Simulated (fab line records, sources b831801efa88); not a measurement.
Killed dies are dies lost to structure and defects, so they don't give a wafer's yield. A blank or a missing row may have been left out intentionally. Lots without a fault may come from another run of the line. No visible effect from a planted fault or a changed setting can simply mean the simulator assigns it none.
Matching of chambers || flow sky130 || SKY_VIA2_CMP_24 on cmp-02: 4 sister chambers
The step polishes, stops on SiO2, t overpolish 20 s, target thk 0 nm. 4 wafers are shown with their chamber, then 12 later ones without.

== WAFERS WITH THEIR CHAMBER ==
{"wafer": "L087.5", "chamber": 1, "motorCurrentA (A)": 11.8}
{"wafer": "L089.1", "chamber": 2, "motorCurrentA (A)": 10.4}
{"wafer": "L089.3", "chamber": 3, "motorCurrentA (A)": 10.6}
{"wafer": "L089.5", "chamber": 0, "motorCurrentA (A)": 11.5}

== WAFERS WITHOUT THEIR CHAMBER ==
{"wafer": "L090.3", "motorCurrentA (A)": 9.9}
{"wafer": "L090.5", "motorCurrentA (A)": 11.0}
{"wafer": "L090.6", "motorCurrentA (A)": 9.8}
{"wafer": "L093.2", "motorCurrentA (A)": 10.1}
{"wafer": "L093.5", "motorCurrentA (A)": 11.4}
{"wafer": "L093.6", "motorCurrentA (A)": 11.7}
{"wafer": "L094.1", "motorCurrentA (A)": 10.4}
{"wafer": "L094.4", "motorCurrentA (A)": 12.0}
{"wafer": "L094.5", "motorCurrentA (A)": 11.1}
{"wafer": "L096.1", "motorCurrentA (A)": 10.0}
{"wafer": "L096.5", "motorCurrentA (A)": 9.6}
{"wafer": "L096.6", "motorCurrentA (A)": 12.0}

== THE CHAMBER EACH PASSED THROUGH ==
{"wafer": "L090.3", "from the rows above": "can't be placed: 2 or 3", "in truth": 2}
{"wafer": "L090.5", "from the rows above": "can't be placed: 3 or 0 or 2 or 1", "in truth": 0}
{"wafer": "L090.6", "from the rows above": "can't be placed: 2 or 3", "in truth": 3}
{"wafer": "L093.2", "from the rows above": "can't be placed: 2 or 3", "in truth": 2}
{"wafer": "L093.5", "from the rows above": "can't be placed: 0 or 1 or 3", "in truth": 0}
{"wafer": "L093.6", "from the rows above": "can't be placed: 1 or 0", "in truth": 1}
{"wafer": "L094.1", "from the rows above": "can't be placed: 2 or 3", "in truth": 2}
{"wafer": "L094.4", "from the rows above": "can't be placed: 1 or 0", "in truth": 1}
{"wafer": "L094.5", "from the rows above": "can't be placed: 0 or 3 or 2 or 1", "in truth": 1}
{"wafer": "L096.1", "from the rows above": "can't be placed: 2 or 3", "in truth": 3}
{"wafer": "L096.5", "from the rows above": "can't be placed: 2 or 3", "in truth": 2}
{"wafer": "L096.6", "from the rows above": "can't be placed: 1 or 0", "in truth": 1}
0 of 12 placed correctly. Unplaceable from these rows: 12, with the true chamber sitting among the candidates in 12. Number placed wrongly: 0.
How it was worked out, from the rows above alone: a wafer's distance from a chamber is the root of the sum, over the readings, of the square of ((its reading less the chamber's mean) divided by the reading's scatter). If the next closest chamber is less than 2 further off than the closest, the wafer can't be placed; otherwise it belongs to the closest. A chamber's mean is the mean of its shown wafers. The scatter: root of mean squared gap, hidden wafer to nearest shown wafer, with one shown wafer a chamber.
